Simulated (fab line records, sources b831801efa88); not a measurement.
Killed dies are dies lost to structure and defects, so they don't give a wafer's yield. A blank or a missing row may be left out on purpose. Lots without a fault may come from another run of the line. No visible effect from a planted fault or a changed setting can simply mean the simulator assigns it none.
2 desks, one fault    flow sky130    each desk holds nothing but its own numbers, with what lay behind them at the end

## FROM THE METROLOGY DESK
What the gauges read for every lot (on any tool): the sampled wafers with a number, averaged. A lot is out of limits, marked OUT, if its mean lies more than 4 standard deviations from the usual mean; the brackets give that distance.
Columns: A = PWDE_TW at SKY_PWDE_TW_MEAS_10, usual 377; B = NWELL_00_OVL at SKY_NWELL_OVL_MEAS_10, usual -0.2 nm
lot   first seen here  A    B
L815  day 4 20:14      371  -0.6
L816  day 4 23:05      380  -0.4
L827  day 7 14:50      381  -2.5
L828  day 7 20:25      381  -0.4
L829  day 8 04:41      378  -1.0
L831  day 8 14:58      380  -0.2
L833  day 9 04:43      379  0.9
This desk's finding: nothing out of limits on any of the 7 lots.

## FOR THE TOOL OWNER'S DESK: implanter-01
The tool's own readings at SKY_NWELL_IMPLANT_12: means of the sampled wafers that have a number, for each lot that ran on this tool. A lot is out of limits, marked OUT, if its mean lies more than 4 standard deviations from the usual mean; the brackets give that distance.
Columns: A = dose-ions-cm2 at SKY_NWELL_IMPLANT_12, usual 1.3e+12; B = faraday-current-uA at SKY_NWELL_IMPLANT_12, usual 7.34
lot   first seen here  A                  B
L815  day 5 14:07      1.3e+12            7.32
L816  day 5 16:41      1.3e+12            7.26
L827  day 8 10:24      1.4e+12 (+74) OUT  7.92 (+4.2) OUT
L828  day 8 16:56      1.4e+12 (+74) OUT  7.97 (+4.5) OUT
L829  day 9 02:06      1.4e+12 (+74) OUT  7.93 (+4.2) OUT
This desk's verdict: out of limits on L827, L828, L829, starting with L827 at day 8 10:24 (dose-ions-cm2 at SKY_NWELL_IMPLANT_12). In limits: L815, L816.

## BROUGHT TOGETHER
On L827, L828, L829, at day 8 10:24, an alarm was possible from the tool owner's desk.
The metrology desk saw nothing out of limits.
The metrology desk has L827, L828, L829 on record, within its limits.
On implanter-01, each named lot ran SKY_NWELL_IMPLANT_12.

## WHAT HAD BEEN PUT IN BY THE SIMULATOR
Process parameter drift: implanter-01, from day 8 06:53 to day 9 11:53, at SKY_NWELL_IMPLANT_12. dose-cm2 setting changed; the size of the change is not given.
Struck lots among those shown: L827, L828, L829.
Each desk's first reading out of limits, in hours after the fault started: the tool owner's desk, 4.
